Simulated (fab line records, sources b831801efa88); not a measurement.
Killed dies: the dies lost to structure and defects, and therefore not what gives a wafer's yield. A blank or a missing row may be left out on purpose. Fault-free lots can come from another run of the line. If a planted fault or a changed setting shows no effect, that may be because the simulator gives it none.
Matching of chambers -- flow gf180mcu -- GF_V2_ETCH_16 on rie diel-01 has 4 sister chambers
The step etches BARC in N2/H2. 18 wafers are shown with their chamber, then 9 later ones without.

== EACH WAFER AND ITS CHAMBER ==
wafer,chamber,n2 flow sccm (sccm),h2 flow sccm (sccm),throttle valve pct (%)
L079.3,0,99.7,200.3,13.238
L079.5,2,99.8,199.4,13.225
L079.6,1,100.8,199.4,13.240
L081.2,3,100.1,199.6,13.205
L081.3,0,100.3,201.3,13.233
L081.5,2,99.3,200.2,13.220
L082.2,2,100.4,199.6,13.225
L082.3,0,99.8,199.8,13.221
L082.6,3,99.7,199.3,13.215
L083.1,2,100.4,199.6,13.235
L083.5,3,100.0,199.1,13.250
L083.6,0,99.9,198.9,13.222
L086.3,0,100.1,200.0,13.221
L086.4,1,100.2,199.9,13.231
L086.6,0,100.5,199.7,13.231
L087.2,3,100.3,199.7,13.233
L087.3,0,100.3,199.6,13.232
L087.5,2,99.5,201.1,13.222

SIGNATURES (means of the wafers above)
reading,chamber 0,chamber 1,chamber 2,chamber 3,scatter within a chamber
n2 flow sccm,100.086,100.500,99.880,100.025,0.371
h2 flow sccm,199.943,199.650,199.980,199.425,0.629
throttle valve pct,13.22829,13.23550,13.22540,13.22575,0.0108
Rule: a wafer's distance from a chamber is the root of the sum, over the readings, of the square of ((its reading less the chamber's mean) divided by the reading's scatter). The wafer belongs to the nearest chamber; if the next one is less than 2 further off, it can't be placed. The scatter is the square root of a quotient: the sum, over the shown wafers, of each reading's squared deviation from its chamber's mean, divided by wafers minus chambers.

== WAFERS WITH NO CHAMBER GIVEN ==
wafer,n2 flow sccm (sccm),h2 flow sccm (sccm),throttle valve pct (%)
L088.1,99.8,200.5,13.226
L088.3,100.0,200.3,13.236
L088.6,99.6,200.1,13.221
L090.1,99.9,201.7,13.230
L090.2,100.7,200.0,13.234
L090.3,100.2,199.7,13.229
L096.1,99.8,199.6,13.220
L096.2,100.8,199.0,13.250
L096.6,100.3,200.9,13.215

== WHICH CHAMBER EACH ONE RAN IN ==
wafer,from the rows above,in truth
L088.1,can't be placed: 2 or 0 or 3 or 1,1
L088.3,can't be placed: 0 or 2 or 3 or 1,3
L088.6,can't be placed: 2 or 0 or 3 or 1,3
L090.1,can't be placed: 2 or 0 or 3 or 1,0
L090.2,can't be placed: 1 or 0 or 3 or 2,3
L090.3,can't be placed: 0 or 3 or 1 or 2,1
L096.1,can't be placed: 2 or 3 or 0 or 1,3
L096.2,can't be placed: 1 or 3 or 0 or 2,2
L096.6,can't be placed: 0 or 2 or 3 or 1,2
Correct placement for 0 of the 9. Not placeable from these rows: 9 (in 9, the candidates include the true chamber). Placed wrongly: 0.
